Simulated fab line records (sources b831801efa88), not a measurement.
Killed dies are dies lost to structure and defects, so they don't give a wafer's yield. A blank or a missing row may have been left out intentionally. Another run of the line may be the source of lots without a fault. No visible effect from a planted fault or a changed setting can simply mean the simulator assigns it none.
fab line records	flow sky130
record: lots: 6	wafers: 18	last-day: 50
route steps=708 shown VIA4@649 METAL5@661 PAD_OPEN@708
lots that met no fault: taken from a fault-free run of the same line
start-h: hours from the record's first day to the start of the lot's first wafer shown	wait-h: how many hours have passed since the lot's step before this one	" as in the row above	L1.1+2: several wafers, shown together as one row	- no value, or no start given	* or withheld: withheld	< > ~ a bound
route shown NAME@n: a module of which the file shows steps, and the number in the route of the first	usual: the fault-free wafers' mean and standard deviation	same: alike in all rows	chamber/n: place in a boat	sites: each site's reading	_std_site: standard deviation of those values	_edge_site: outer sites' mean less inner sites'	radius-mm: for every site, how far away it sits from the centre of the wafer	mask NAME#n: copy n	behind: the tool/chamber that last shaped the wafer	hold: cause of the lot's hold/its duration in hours/its outcome	device: which transistor (n, p or np) failed to switch	end of line: the same wafers' tests at the end of the route	for a step that has no rows: nothing shown but its recipe	killed: dies that structure and defects cost at the first sort, which is not the same as the wafer's yield	map: the dies of a wafer, with x for killed, . for not killed, _ for no die there
set.NAME: setting as actually run; set.NAME@STEP: the setting as run at that earlier step	model.NAME: the simulator's own value behind a step, which no gauge read
lots at selected steps of the route; one table per step, one row per wafer
services: the hour from which a tool's chamber was out of use, counted from the record's first day as start-h (under 0 if before that day), plus the number of hours and why
== steps ==
step: SKY_VIA4_DEVELOP_10
recipe: resist: NOVOLAK	developer: TMAH	develop-time-s: 60	dev-temp-c: 23
step: SKY_VIA4_OVL_MEAS_11
usual: VIA4_OVL: 1.0/1.1
lot.wafer	tool	chamber	start-h	wait-h	VIA4_OVL[nm]
L863.2	overlay-01	-	1046.50	0.1	1.1
L863.3	"	-	"	"	2.0
L863.4	"	-	"	"	1.0
L867.4	overlay-01	-	1068.02	0.1	-0.1
L867.5	"	-	"	"	1.7
L867.6	"	-	"	"	0.0
L872.2	overlay-02	-	1095.00	0.1	1.9
L872.3	"	-	"	"	1.7
L872.5	"	-	"	"	2.9
L875.3	overlay-02	-	1102.87	0.1	1.1
L875.5	"	-	"	"	0.7
L875.6	"	-	"	"	1.1
L878.2	overlay-01	-	1120.06	0.1	-0.5
L878.3	"	-	"	"	-0.3
L878.6	"	-	"	"	-0.6
L879.1	overlay-01	-	1131.36	0.1	0.6
L879.3	"	-	"	"	0.6
L879.6	"	-	"	"	-1.0
step: SKY_VIA4_ETCH_12
recipe: target: SiO2	chemistry: C4F8/O2/Ar	stop-on: TiN	mask-material: NOVOLAK	source-w: 1500	bias-w: 1200	pressure-mtorr: 40	c4f8-flow-sccm: withheld	O2_flow_sccm: 6	Ar_flow_sccm: 300	time-s: withheld	target-depth-a: 5800
usual: oes-product-au: 0.926/0.0052
lot.wafer	tool	chamber	start-h	wait-h	oes-product-au
L863.2	rie-diel-01	3	1046.53	0.0	0.919
L863.3	"	1	"	"	0.932
L863.4	"	1	"	"	0.932
L867.4	rie-diel-01	3	1068.07	0.0	0.931
L867.5	"	2	"	"	0.923
L867.6	"	1	"	"	0.922
L872.2	rie-diel-03	2	1095.03	0.0	0.927
L872.3	"	0	"	"	0.925
L872.5	"	0	"	"	0.924
L875.3	rie-diel-03	2	1102.89	0.0	0.923
L875.5	"	2	"	"	0.931
L875.6	"	3	"	"	0.919
L878.2	rie-diel-01	1	1120.09	0.0	0.922
L878.3	"	3	"	"	0.935
L878.6	"	0	"	"	0.924
L879.1	rie-diel-03	0	1131.39	0.0	0.923
L879.3	"	3	"	"	0.917
L879.6	"	0	"	"	0.922
step: SKY_VIA4_STRIP_13
recipe: chemistry: O2/N2	power-w: 1400	pressure-mtorr: 1500	platen-temp-c: withheld	o2-flow-sccm: 3000	n2-flow-sccm: 300	overash-fraction: 0.5
step: SKY_VIA4_STRIP_14
recipe: chemistry: post-etch-residue-remover	time-s: 1200	temp-c: 72.5
step: SKY_VIA4_CLEAN_15
recipe: chemistry: IPA	time-s: 180	temp-c: 25
step: SKY_VIA4_CLEAN_16
recipe: chemistry: O3/DIW	dry: n2-spin
step: SKY_VIA4_SPUTTER_17
recipe: material: TiN	target-thk-nm: 20	chamber-pressure-pa: 5	power-w: 4000	time-s: 80
usual: cathode-dc-power-W: 3999.9/0.73	chamber-pressure-pa: 5.000/0.01	throttle-valve-pct: 29.4/1
lot.wafer	tool	chamber	start-h	wait-h	cathode-dc-power-W	chamber-pressure-pa	throttle-valve-pct
L863.2	pvd-sputter-04	-	1047.25	0.0	3999.4	5.003	28.6
L863.3	"	-	"	"	3999.8	4.999	27.4
L863.4	"	-	"	"	3999.3	4.997	29.3
L867.4	pvd-sputter-03	-	1068.71	0.0	3999.8	4.999	28.8
L867.5	"	-	"	"	4000.6	5.010	28.6
L867.6	"	-	"	"	4000.1	4.991	30.9
L872.2	pvd-sputter-02	-	1095.69	0.0	3999.7	5.004	31.3
L872.3	"	-	"	"	4000.6	4.999	30.3
L872.5	"	-	"	"	3999.0	4.986	30.2
L875.3	pvd-sputter-04	-	1103.56	0.0	3999.5	4.995	29.0
L875.5	"	-	"	"	4000.1	4.992	29.2
L875.6	"	-	"	"	3998.7	5.015	30.1
L878.2	pvd-sputter-04	-	1120.81	0.0	4000.6	4.990	27.7
L878.3	"	-	"	"	3999.4	5.007	30.3
L878.6	"	-	"	"	3999.9	5.014	29.3
L879.1	pvd-sputter-03	-	1132.06	0.0	4000.4	4.986	29.9
L879.3	"	-	"	"	4001.5	4.995	28.5
L879.6	"	-	"	"	4001.1	4.989	31.1
step: SKY_VIA4_CVD_18
recipe: material: W	target-thk-nm: 505	time-s: 152.14	temp-c: 400	pressure-torr: 40
usual: chamber-pressure-Torr: 40.01/0.09	heater-power-w: 913/85	susceptor-temp-C: 400.01/0.21
lot.wafer	tool	chamber	start-h	wait-h	chamber-pressure-Torr	heater-power-w	susceptor-temp-C
L863.2	cvd-w-02	1	1047.31	0.0	39.92	893	400.09
L863.3	"	1	"	"	40.01	912	400.04
L863.4	"	0	"	"	39.90	789	399.73
L867.4	cvd-w-02	1	1068.82	0.1	40.00	888	400.40
L867.5	"	0	"	"	39.87	811	400.35
L867.6	"	1	"	"	40.05	915	400.21
L872.2	cvd-w-01	1	1095.75	0.0	40.04	876	400.00
L872.3	"	0	"	"	39.99	1016	399.94
L872.5	"	0	"	"	40.05	1024	400.03
L875.3	cvd-w-01	1	1103.67	0.1	40.03	881	399.83
L875.5	"	0	"	"	39.99	1032	399.74
L875.6	"	1	"	"	39.91	870	400.17
L878.2	cvd-w-02	0	1120.87	0.0	40.07	800	399.60
L878.3	"	1	"	"	39.98	887	400.17
L878.6	"	0	"	"	39.94	801	399.99
L879.1	cvd-w-01	1	1132.12	0.0	40.06	874	399.88
L879.3	"	0	"	"	39.83	1041	399.98
L879.6	"	1	"	"	40.04	856	400.03
step: SKY_VIA4_RS_MEAS_19
recipe: thk-meas-gauge: four-point-probe	reads: W_of_VIA4_CVD_18+TiN_of_VIA4_SPUTTER_17
usual: VIA4_W_RS: 0.2254/0.0023
lot.wafer	tool	chamber	start-h	wait-h	VIA4_W_RS[ohm/sq]
L863.2	film-metro-03	-	1047.48	0.1	0.2182
L863.3	"	-	"	"	0.2198
L863.4	"	-	"	"	0.2210
L867.4	film-metro-01	-	1068.98	0.1	0.2271
L867.5	"	-	"	"	0.2242
L867.6	"	-	"	"	0.2269
L872.2	film-metro-01	-	1095.92	0.1	0.2280
L872.3	"	-	"	"	0.2249
L872.5	"	-	"	"	0.2243
L875.3	film-metro-01	-	1103.81	0.1	0.2309
L875.5	"	-	"	"	0.2258
L875.6	"	-	"	"	0.2291
L878.2	film-metro-01	-	1121.04	0.1	0.2270
L878.3	"	-	"	"	0.2254
L878.6	"	-	"	"	0.2227
L879.1	film-metro-02	-	1132.27	0.1	0.2267
L879.3	"	-	"	"	0.2269
L879.6	"	-	"	"	0.2283
step: SKY_VIA4_THK_MEAS_20
recipe: thk-meas-gauge: xrf	reads: W_of_VIA4_CVD_18
usual: VIA4_W_THK: 519/8.5
lot.wafer	tool	chamber	start-h	wait-h	VIA4_W_THK[nm]
L863.2	film-metro-03	-	1047.59	0.1	534
L863.3	"	-	"	"	529
L863.4	"	-	"	"	526
L867.4	film-metro-01	-	1069.07	0.1	513
L867.5	"	-	"	"	520
L867.6	"	-	"	"	517
L872.2	film-metro-01	-	1096.03	0.1	509
L872.3	"	-	"	"	516
L872.5	"	-	"	"	515
L875.3	film-metro-01	-	1103.91	0.1	499
L875.5	"	-	"	"	512
L875.6	"	-	"	"	504
L878.2	film-metro-01	-	1121.15	0.1	502
L878.3	"	-	"	"	507
L878.6	"	-	"	"	513
L879.1	film-metro-02	-	1132.39	0.1	522
L879.3	"	-	"	"	523
L879.6	"	-	"	"	519
step: SKY_VIA4_CMP_21
recipe: stop-on: SiO2	t-overpolish-s: 25	down-force-psi: 3.5	platen-rpm: 60	target-thk-nm: 0	pad-velocity-m-s: 0.94248
usual: motor-current-A: 11.2/0.96	overpolish-run-s: 24.999/0.0086	time-to-endpoint-s: 122/4.3
lot.wafer	tool	chamber	start-h	wait-h	motor-current-A	overpolish-run-s	time-to-endpoint-s
L863.3	cmp-01	3	1047.64	0.0	9.1	24.994	130
L863.4	"	1	"	"	11.6	24.997	126
L863.2	"	2	"	"	12.4	24.992	125
L867.4	cmp-02	1	1069.25	0.2	10.8	24.995	115
L867.5	"	3	"	"	11.9	24.993	118
L867.6	"	0	"	"	11.3	24.988	125
L872.2	cmp-01	0	1096.13	0.1	11.2	24.999	119
L872.3	"	1	"	"	10.7	24.997	125
L872.5	"	3	"	"	9.8	24.991	120
L875.3	cmp-02	0	1104.10	0.2	11.8	24.995	120
L875.5	"	1	"	"	11.6	25.000	120
L875.6	"	2	"	"	11.8	25.002	119
L878.2	cmp-02	1	1121.20	0.0	10.6	24.996	119
L878.3	"	0	"	"	11.9	25.003	128
L878.6	"	1	"	"	10.8	24.993	126
L879.1	cmp-01	0	1132.45	0.1	11.4	25.003	122
L879.3	"	2	"	"	12.5	24.987	117
L879.6	"	0	"	"	10.9	25.003	118
step: SKY_METAL5_SPUTTER_00
recipe: material: Ti	target-thk-nm: 15	power-w: 3000	time-s: 10	chamber-pressure-pa: 0.4
usual: cathode-dc-power-W: 3000.0/0.52	chamber-pressure-pa: 0.4000/0.00088	throttle-valve-pct: 29.8/1.1
lot.wafer	tool	chamber	start-h	wait-h	cathode-dc-power-W	chamber-pressure-pa	throttle-valve-pct	model.Ti_of_METAL5_SPUTTER_00.thk-nm
L863.2	pvd-sputter-01	-	1047.94	0.1	3000.5	0.3988	30.8	14.94
L863.3	"	-	"	"	2999.8	0.4014	30.7	15.05
L863.4	"	-	"	"	3000.4	0.3993	30.5	14.82
L867.4	pvd-sputter-04	-	1069.45	0.1	3000.3	0.4013	29.3	15.64
L867.5	"	-	"	"	3000.3	0.4013	29.3	15.38
L867.6	"	-	"	"	2999.6	0.3997	27.7	15.28
L872.2	pvd-sputter-04	-	1096.38	0.2	2999.6	0.4015	30.0	22.02
L872.3	"	-	"	"	2999.9	0.4000	29.1	22.15
L872.5	"	-	"	"	3000.1	0.3986	28.6	22.03
L875.3	pvd-sputter-04	-	1104.25	0.1	3000.8	0.3990	28.6	22.03
L875.5	"	-	"	"	3000.1	0.4001	28.6	22.2
L875.6	"	-	"	"	2998.7	0.3999	30.4	22.02
L878.2	pvd-sputter-01	-	1121.50	0.2	2999.9	0.3986	30.5	15.16
L878.3	"	-	"	"	3000.1	0.3996	30.6	15.01
L878.6	"	-	"	"	2999.9	0.4000	29.5	15.15
L879.1	pvd-sputter-03	-	1132.75	0.2	3000.3	0.3980	30.8	15.24
L879.3	"	-	"	"	3000.2	0.3992	28.8	15.54
L879.6	"	-	"	"	3000.7	0.4001	31.2	15.1
step: SKY_METAL5_SPUTTER_01
recipe: material: TiN	target-thk-nm: 20	power-w: 6500	time-s: 16.7	chamber-pressure-pa: 0.4
usual: cathode-dc-power-W: 6500.1/0.97	chamber-pressure-pa: 0.4000/0.00083	throttle-valve-pct: 29.9/1.1
lot.wafer	tool	chamber	start-h	wait-h	cathode-dc-power-W	chamber-pressure-pa	throttle-valve-pct
L863.2	pvd-sputter-01	-	1047.96	0.0	6501.2	0.3995	30.6
L863.3	"	-	"	"	6500.2	0.4000	30.7
L863.4	"	-	"	"	6502.1	0.4003	30.5
L867.4	pvd-sputter-04	-	1069.47	0.0	6499.3	0.3996	29.0
L867.5	"	-	"	"	6500.9	0.4006	29.3
L867.6	"	-	"	"	6500.8	0.3985	27.8
L872.2	pvd-sputter-04	-	1096.41	0.0	6501.1	0.4008	30.4
L872.3	"	-	"	"	6502.3	0.4001	28.9
L872.5	"	-	"	"	6500.5	0.4010	28.5
L875.3	pvd-sputter-04	-	1104.27	0.0	6500.4	0.3988	28.4
L875.5	"	-	"	"	6498.5	0.3983	28.8
L875.6	"	-	"	"	6501.3	0.3998	30.3
L878.2	pvd-sputter-01	-	1121.52	0.0	6499.3	0.4000	30.8
L878.3	"	-	"	"	6500.4	0.4002	30.4
L878.6	"	-	"	"	6499.9	0.4005	29.4
L879.1	pvd-sputter-03	-	1132.77	0.0	6499.9	0.4002	31.0
L879.3	"	-	"	"	6501.0	0.4010	28.5
L879.6	"	-	"	"	6498.6	0.3992	31.3
step: SKY_PAD_OPEN_PROBE_99
usual: defect-limited-yield: 81.8/2	killed_at_M0_to_M3: 44/7.5	killed_at_M4_up: 3.3/1.8	killed-at-contacts: 25/5.9	killed-at-front-end: 16/4.7	killed-at-other: 0.3/0.52	killed-dies: 89/9.9	killed-open: 49/7.8	killed-short: 40/5.8	sort_bin_3_pad_short: 0.9/0.43	sort_bin_5_function: 10.8/1.5	sort_bin_6_memory: 6.4/1.1	sort-n-pass: 403/9.9	sort-yield-pct: 81.8/2
same: gross-dies: 492	killed-at-back-side: 0	sort_bin_4_leakage[%]: 0	sort_bin_8_speed[%]: 0
lot.wafer	tool	chamber	start-h	wait-h	defect-limited-yield[%]	killed_at_M0_to_M3	killed_at_M4_up	killed-at-contacts	killed-at-front-end	killed-at-other	killed-dies	killed-open	killed-short	sort_bin_3_pad_short[%]	sort_bin_5_function[%]	sort_bin_6_memory[%]	sort-n-pass	sort-yield-pct[%]
L863.2	prober-01	-	1112.97	0.1	79.9	48	1	34	16	0	99	60	39	0.4	12.4	7.3	393	79.9
L863.3	prober-01	-	1113.02	0.2	79.9	43	2	41	13	0	99	57	42	1.2	11.6	7.3	393	79.9
L863.4	prober-01	-	1113.07	0.2	79.9	48	5	28	18	0	99	52	46	1.4	13.0	5.7	393	79.9
L872.2	prober-02	-	1158.00	0.1	82.7	42	2	26	14	1	85	42	43	0.4	12.0	4.9	407	82.7
L872.3	prober-02	-	1158.05	0.2	84.8	31	3	24	16	1	75	36	39	0.2	9.8	5.3	417	84.8
L872.5	prober-02	-	1158.15	0.2	83.7	40	1	22	17	0	80	39	41	0.8	8.9	6.5	412	83.7
L878.2	prober-02	-	1181.49	0.1	82.3	45	6	25	11	0	87	52	35	0.8	10.6	6.3	405	82.3
L878.3	prober-02	-	1181.54	0.2	81.3	56	3	17	15	1	92	49	43	0.6	10.6	7.5	400	81.3
L878.6	prober-02	-	1181.69	0.2	84.1	42	1	22	13	0	78	23	55	1.0	8.7	6.1	414	84.1
killed by level:class
L863.2 VIA1:geometric-particle:open=16 CONTACT:geometric-particle:open=11 LI_CONTACT:geometric-particle:open=8 CONTACT:geometric-particle:short=8 VIA2:geometric-particle:open=8 METAL3:geometric-particle:short=7 POLY_GATE:geometric-particle:open=6 VIA3:geometric-particle:open=5
L863.3 LI_CONTACT:geometric-particle:open=13 CONTACT:geometric-particle:open=13 VIA1:geometric-particle:open=10 VIA3:geometric-particle:open=8 LI_CONTACT:geometric-particle:short=5 VIA1:geometric-particle:short=5 POLY_GATE:geometric-particle:short=4 LOCAL_INTERCONNECT:geometric-particle:short=4
L863.4 LI_CONTACT:geometric-particle:open=9 POLY_GATE:geometric-particle:short=7 CONTACT:geometric-particle:open=7 VIA1:geometric-particle:open=7 VIA2:geometric-particle:open=7 CONTACT:geometric-particle:short=6 VIA3:geometric-particle:open=6 VIA2:geometric-particle:short=6
L872.2 CONTACT:geometric-particle:open=12 METAL2:geometric-particle:short=9 VIA1:geometric-particle:open=6 METAL3:geometric-particle:short=6 VIA3:geometric-particle:open=6 LI_CONTACT:geometric-particle:open=5 CONTACT:geometric-particle:short=5 METAL1:geometric-particle:short=4
L872.3 CONTACT:geometric-particle:open=7 LOCAL_INTERCONNECT:geometric-particle:short=6 VIA1:geometric-particle:open=6 VIA3:geometric-particle:open=6 FIELD_ISO:geometric-particle:short=5 LI_CONTACT:geometric-particle:open=5 VIA3:geometric-particle:short=5 FIELD_ISO:geometric-particle:open=4
L872.5 LI_CONTACT:geometric-particle:open=9 VIA1:geometric-particle:open=7 METAL1:geometric-particle:short=7 LOCAL_INTERCONNECT:geometric-particle:short=6 VIA1:geometric-particle:short=6 VIA2:geometric-particle:open=6 FIELD_ISO:geometric-particle:short=5 METAL3:geometric-particle:short=5
L878.2 VIA1:geometric-particle:open=14 CONTACT:geometric-particle:open=10 VIA2:geometric-particle:open=7 METAL2:geometric-particle:short=6 VIA3:geometric-particle:open=6 CONTACT:geometric-particle:short=5 LI_CONTACT:geometric-particle:open=5 VIA1:geometric-particle:short=4
L878.3 VIA1:geometric-particle:open=16 METAL1:geometric-particle:short=7 FIELD_ISO:geometric-particle:open=6 VIA2:geometric-particle:open=6 VIA1:geometric-particle:short=5 LOCAL_INTERCONNECT:geometric-particle:short=5 METAL2:geometric-particle:short=5 FIELD_ISO:geometric-particle:short=4
L878.6 VIA1:geometric-particle:short=9 CONTACT:geometric-particle:short=8 METAL1:geometric-particle:short=8 CONTACT:geometric-particle:open=6 LOCAL_INTERCONNECT:geometric-particle:short=5 METAL2:geometric-particle:short=5 VIA2:geometric-particle:short=5 FIELD_ISO:geometric-particle:open=4
== services ==
tool	chamber	start-h	hours	kind
rie-diel-01	-	1038.10	1.3	repair
rie-diel-01	0	1039.42	-	clean
rie-diel-01	0	1039.42	32.8	scheduled-down
rie-diel-01	0	1039.42	32.8	vent-cycle
rie-diel-03	1	1045.26	5.7	repair
pvd-sputter-01	-	1052.08	0.5	repair
pvd-sputter-02	-	1056.55	1.4	repair
pvd-sputter-04	1	1072.71	-	consumable-replace:kit
pvd-sputter-04	1	1072.71	18.0	scheduled-down
pvd-sputter-04	1	1072.71	18.0	vent-cycle
pvd-sputter-04	-	1073.26	4.2	repair
pvd-sputter-01	-	1073.89	8.8	repair
cvd-w-01	-	1082.99	0.5	repair
pvd-sputter-01	2	1083.68	-	consumable-replace:kit
pvd-sputter-01	2	1083.68	18.0	scheduled-down
pvd-sputter-01	2	1083.68	18.0	vent-cycle
cmp-01	-	1084.00	4.0	pm
cmp-01	-	1088.00	-	consumable-replace:conditioner
cmp-01	-	1089.23	0.4	repair
cmp-01	-	1089.23	3.3	repair
cvd-w-02	0	1091.48	12.3	repair
rie-diel-01	3	1106.15	9.7	repair
pvd-sputter-04	-	1108.49	11.0	repair
rie-diel-01	-	1129.19	0.3	repair
== key ==
first-sign none at tools or gauges
model-effect: step: SKY_METAL5_SPUTTER_00	value: Ti_of_METAL5_SPUTTER_00.thk-nm	without: 15.01	struck: 22.07
met-at SKY_METAL5_SPUTTER_00
struck-wafers L872.2,L872.3,L872.5,L875.3,L875.5,L875.6
onset-between 1069.45 1096.38
fault: kind: process-parameter-drift	tool: pvd-sputter-04	chamber: -	onset-h: 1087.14	steps: SKY_METAL5_SPUTTER_00	channel: target-thk-nm	offset: 7.0603	shape: step	end-h: 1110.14	acts-in: these-recipes-only	stated: 15
